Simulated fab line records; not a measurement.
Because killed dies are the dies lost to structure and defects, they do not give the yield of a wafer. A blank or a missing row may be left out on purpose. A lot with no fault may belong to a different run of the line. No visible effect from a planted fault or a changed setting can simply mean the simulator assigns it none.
Matching of chambers + flow gf180mcu + GF_V1_ETCH_16 on rie_diel-04 has 4 sister chambers
The step etches BARC in N2/H2. 16 wafers are shown with their chamber, then 8 later ones without.

## EACH WAFER AND ITS CHAMBER
| wafer  | chamber | oes_product_au (a.u.) | bias_w (W) | throttle_valve_pct (%) |
|--------|---------|-----------------------|------------|------------------------|
| L437.2 | 1       | 0.849                 | 99.8       | 13.219                 |
| L437.3 | 2       | 0.861                 | 100.1      | 13.210                 |
| L437.5 | 1       | 0.851                 | 100.1      | 13.223                 |
| L439.1 | 0       | 0.854                 | 100.2      | 13.223                 |
| L439.2 | 1       | 0.852                 | 100.3      | 13.232                 |
| L439.4 | 0       | 0.850                 | 100.3      | 13.235                 |
| L441.1 | 1       | 0.855                 | 99.8       | 13.221                 |
| L441.4 | 2       | 0.856                 | 99.9       | 13.235                 |
| L441.5 | 2       | 0.856                 | 99.9       | 13.220                 |
| L442.3 | 2       | 0.866                 | 100.6      | 13.227                 |
| L442.4 | 0       | 0.863                 | 100.5      | 13.223                 |
| L442.6 | 3       | 0.854                 | 99.7       | 13.233                 |
| L447.1 | 1       | 0.858                 | 100.1      | 13.231                 |
| L447.2 | 0       | 0.849                 | 100.2      | 13.218                 |
| L447.4 | 2       | 0.851                 | 99.9       | 13.213                 |
| L448.3 | 3       | 0.856                 | 100.5      | 13.218                 |

SIGNATURES (means of the wafers above)
| reading            | chamber 0 | chamber 1 | chamber 2 | chamber 3 | scatter within a chamber |
|--------------------|-----------|-----------|-----------|-----------|--------------------------|
| oes_product_au     | 0.85400   | 0.85300   | 0.85800   | 0.85500   | 0.00503                  |
| bias_w             | 100.300   | 100.020   | 100.080   | 100.100   | 0.279                    |
| throttle_valve_pct | 13.22475  | 13.22520  | 13.22100  | 13.22550  | 0.00831                  |
Rule: a wafer lies at a distance from a chamber equal to the root of the sum of squares, over the readings, of (its reading less the chamber's mean, divided by the reading's scatter). If the next closest chamber is less than 2 further off than the closest, the wafer can't be placed; otherwise it belongs to the closest. How the scatter is found: for the shown wafers, subtract from each reading the mean of its chamber, square and add these, divide the total by (wafers less chambers), then take the root.

## WAFERS WHOSE CHAMBER IS MISSING
| wafer  | oes_product_au (a.u.) | bias_w (W) | throttle_valve_pct (%) |
|--------|-----------------------|------------|------------------------|
| L448.4 | 0.858                 | 99.7       | 13.216                 |
| L448.5 | 0.854                 | 100.2      | 13.206                 |
| L451.1 | 0.865                 | 99.5       | 13.243                 |
| L451.2 | 0.855                 | 100.1      | 13.225                 |
| L451.6 | 0.859                 | 100.2      | 13.217                 |
| L455.3 | 0.855                 | 99.8       | 13.238                 |
| L455.4 | 0.854                 | 100.0      | 13.225                 |
| L455.5 | 0.861                 | 100.2      | 13.236                 |

## CHAMBER TAKEN BY EACH
| wafer  | from the rows above               | in truth |
|--------|-----------------------------------|----------|
| L448.4 | can't be placed: 2 or 1 or 3 or 0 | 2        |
| L448.5 | can't be placed: 2 or 0 or 3 or 1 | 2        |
| L451.1 | can't be placed: 3 or 2 or 1 or 0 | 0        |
| L451.2 | can't be placed: 3 or 1 or 0 or 2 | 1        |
| L451.6 | can't be placed: 2 or 3 or 0 or 1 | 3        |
| L455.3 | can't be placed: 1 or 3 or 2 or 0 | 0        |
| L455.4 | can't be placed: 1 or 3 or 2 or 0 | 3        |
| L455.5 | can't be placed: 3 or 2 or 0 or 1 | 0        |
Correctly placed: 0 of 8. Cannot be placed on the basis of these rows: 8; the candidates contain the true chamber in 8. Number placed wrongly: 0.
